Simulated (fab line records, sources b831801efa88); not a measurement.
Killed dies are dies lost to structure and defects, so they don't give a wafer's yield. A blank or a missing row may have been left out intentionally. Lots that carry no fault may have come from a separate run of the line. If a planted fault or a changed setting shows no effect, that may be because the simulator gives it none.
Split-lot study / flow sfqLine / 23 wafers read from 5 lots, route of 325 steps

== ABOUT THE SPLIT ==
At SFQ_TRILAYER_I2_DEP_PECVD_063 (deposits SiO2 from SiH4/N2O, time 111.11 s, target thk 500 nm), the setting timeS was moved away from the recipe's 111.11 s on 9 of the 23 wafers read, by -4.1% to +13.0%. The other wafers ran this setting at the recipe's value.

The split's own step is where the reading is taken.

== THE READING ==
SiO2_of_TRILAYER_I2_DEP_PECVD_063.thkNm (the simulator's own value, which no gauge read), in nm, at SFQ_TRILAYER_I2_DEP_PECVD_063 (deposits SiO2 from SiH4/N2O, time 111.11 s, target thk 500 nm). There is no usual value for it anywhere in the file. Average 499.3 nm, standard deviation 7.2 nm, over the 14 wafers here run with the recipe.

wafer=L074.3; tool, chamber at the split=pecvd-02, 1; timeS as run, s=111.11; against the recipe=recipe; SiO2_of_TRILAYER_I2_DEP_PECVD_063.thkNm, nm=484.3; against lot-mates on the recipe=-
wafer=L074.4; tool, chamber at the split=pecvd-02, 1; timeS as run, s=111.11; against the recipe=recipe; SiO2_of_TRILAYER_I2_DEP_PECVD_063.thkNm, nm=493; against lot-mates on the recipe=-
wafer=L074.5; tool, chamber at the split=pecvd-02, 2; timeS as run, s=111.11; against the recipe=recipe; SiO2_of_TRILAYER_I2_DEP_PECVD_063.thkNm, nm=500.5; against lot-mates on the recipe=-
wafer=L078.1; tool, chamber at the split=pecvd-02, 0; timeS as run, s=106.5; against the recipe=-4.1%; SiO2_of_TRILAYER_I2_DEP_PECVD_063.thkNm, nm=472.3; against lot-mates on the recipe=-26.0
wafer=L078.2; tool, chamber at the split=pecvd-02, 2; timeS as run, s=111.11; against the recipe=recipe; SiO2_of_TRILAYER_I2_DEP_PECVD_063.thkNm, nm=494.6; against lot-mates on the recipe=-
wafer=L078.4; tool, chamber at the split=pecvd-02, 2; timeS as run, s=111.11; against the recipe=recipe; SiO2_of_TRILAYER_I2_DEP_PECVD_063.thkNm, nm=500.4; against lot-mates on the recipe=-
wafer=L078.5; tool, chamber at the split=pecvd-02, 0; timeS as run, s=106.5; against the recipe=-4.1%; SiO2_of_TRILAYER_I2_DEP_PECVD_063.thkNm, nm=481.4; against lot-mates on the recipe=-16.9
wafer=L078.6; tool, chamber at the split=pecvd-02, 1; timeS as run, s=111.11; against the recipe=recipe; SiO2_of_TRILAYER_I2_DEP_PECVD_063.thkNm, nm=499.9; against lot-mates on the recipe=-
wafer=L079.1; tool, chamber at the split=pecvd-04, 0; timeS as run, s=111.11; against the recipe=recipe; SiO2_of_TRILAYER_I2_DEP_PECVD_063.thkNm, nm=490.2; against lot-mates on the recipe=-
wafer=L079.2; tool, chamber at the split=pecvd-04, 1; timeS as run, s=124.8; against the recipe=+12.3%; SiO2_of_TRILAYER_I2_DEP_PECVD_063.thkNm, nm=558.8; against lot-mates on the recipe=+64.8
wafer=L079.3; tool, chamber at the split=pecvd-04, 2; timeS as run, s=124.8; against the recipe=+12.3%; SiO2_of_TRILAYER_I2_DEP_PECVD_063.thkNm, nm=565.5; against lot-mates on the recipe=+71.5
wafer=L079.4; tool, chamber at the split=pecvd-04, 0; timeS as run, s=111.11; against the recipe=recipe; SiO2_of_TRILAYER_I2_DEP_PECVD_063.thkNm, nm=497.8; against lot-mates on the recipe=-
wafer=L079.6; tool, chamber at the split=pecvd-04, 2; timeS as run, s=124.8; against the recipe=+12.3%; SiO2_of_TRILAYER_I2_DEP_PECVD_063.thkNm, nm=571.4; against lot-mates on the recipe=+77.4
wafer=L083.1; tool, chamber at the split=pecvd-02, 0; timeS as run, s=123.3; against the recipe=+11.0%; SiO2_of_TRILAYER_I2_DEP_PECVD_063.thkNm, nm=547.1; against lot-mates on the recipe=+42.2
wafer=L083.2; tool, chamber at the split=pecvd-02, 2; timeS as run, s=123.3; against the recipe=+11.0%; SiO2_of_TRILAYER_I2_DEP_PECVD_063.thkNm, nm=555.1; against lot-mates on the recipe=+50.2
wafer=L083.4; tool, chamber at the split=pecvd-02, 0; timeS as run, s=111.11; against the recipe=recipe; SiO2_of_TRILAYER_I2_DEP_PECVD_063.thkNm, nm=502.7; against lot-mates on the recipe=-
wafer=L083.5; tool, chamber at the split=pecvd-02, 1; timeS as run, s=111.11; against the recipe=recipe; SiO2_of_TRILAYER_I2_DEP_PECVD_063.thkNm, nm=502.6; against lot-mates on the recipe=-
wafer=L083.6; tool, chamber at the split=pecvd-02, 2; timeS as run, s=111.11; against the recipe=recipe; SiO2_of_TRILAYER_I2_DEP_PECVD_063.thkNm, nm=509.3; against lot-mates on the recipe=-
wafer=L084.1; tool, chamber at the split=pecvd-02, 1; timeS as run, s=125.5; against the recipe=+13.0%; SiO2_of_TRILAYER_I2_DEP_PECVD_063.thkNm, nm=560.1; against lot-mates on the recipe=+55.1
wafer=L084.2; tool, chamber at the split=pecvd-02, 0; timeS as run, s=111.11; against the recipe=recipe; SiO2_of_TRILAYER_I2_DEP_PECVD_063.thkNm, nm=497; against lot-mates on the recipe=-
wafer=L084.3; tool, chamber at the split=pecvd-02, 2; timeS as run, s=111.11; against the recipe=recipe; SiO2_of_TRILAYER_I2_DEP_PECVD_063.thkNm, nm=504.7; against lot-mates on the recipe=-
wafer=L084.4; tool, chamber at the split=pecvd-02, 2; timeS as run, s=111.11; against the recipe=recipe; SiO2_of_TRILAYER_I2_DEP_PECVD_063.thkNm, nm=513.2; against lot-mates on the recipe=-
wafer=L084.5; tool, chamber at the split=pecvd-02, 1; timeS as run, s=125.5; against the recipe=+13.0%; SiO2_of_TRILAYER_I2_DEP_PECVD_063.thkNm, nm=571.7; against lot-mates on the recipe=+66.7

THE FIT
A straight line over all 23 wafers: SiO2_of_TRILAYER_I2_DEP_PECVD_063.thkNm changes by +5.16 nm for each +1% of timeS; r = +0.98; the points scatter about the line by 6.9 nm.
The same after taking each lot's own level away (the mean of its wafers on the recipe; 23 wafers): +5.08 nm for each +1%; r = +0.98; scatter 6.9 nm.
The reading moves by 66 nm for the largest change in timeS, on that fit.
The span of the lots' own levels, 492.60 to 504.97 nm, comes to 1.7 times the standard deviation stated above.
The two slopes are in agreement: the lot-to-lot level therefore moves the slope only a little.
Check: with one of the wafers moved furthest among these (+13.0%) left out of the fit, the line predicts +67.6 nm for it against its lot-mates. Against them it came out at +55.1 nm.

== OTHER SPLITS ON THESE WAFERS ==
Other splits were also applied to these wafers ahead of the reading. Each is held against what the fit with the lots' levels taken away leaves over:
other split on the same wafers=SFQ_TRILAYER_I1_VIA_LITHO_EXPOSE_050 doseMj; wafers away from the commonest value=11; r with SiO2_of_TRILAYER_I2_DEP_PECVD_063.thkNm (lot level and that fit taken away)=+0.07
other split on the same wafers=SFQ_TRILAYER_M2_DEP_SPUTTER_055 powerW; wafers away from the commonest value=9; r with SiO2_of_TRILAYER_I2_DEP_PECVD_063.thkNm (lot level and that fit taken away)=+0.09
other split on the same wafers=SFQ_TRILAYER_M2_LITHO_EXPOSE_058 doseMj; wafers away from the commonest value=11; r with SiO2_of_TRILAYER_I2_DEP_PECVD_063.thkNm (lot level and that fit taken away)=+0.31

== THE WHOLE CHAIN: every reading that the file lists as answering this split, in the file's order ==
step=SFQ_TRILAYER_I2_DEP_PECVD_063; what it does=deposits SiO2 from SiH4/N2O, time 111.11 s, target thk 500 nm; reading=SiO2_of_TRILAYER_I2_DEP_PECVD_063.thkNm (the simulator's own value, which no gauge read); change (the file's fit)=+4.95 nm for each +1% of the setting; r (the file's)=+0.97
step=SFQ_TRILAYER_I2_CMP_CMP_064; what it does=polishes SiO2; reading=timeToEndpointS; change (the file's fit)=withheld for each +1% of the setting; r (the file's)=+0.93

== FILE'S OWN FIT ==
SiO2_of_TRILAYER_I2_DEP_PECVD_063.thkNm changes by +4.95 nm for each +1% of timeS, r = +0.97.
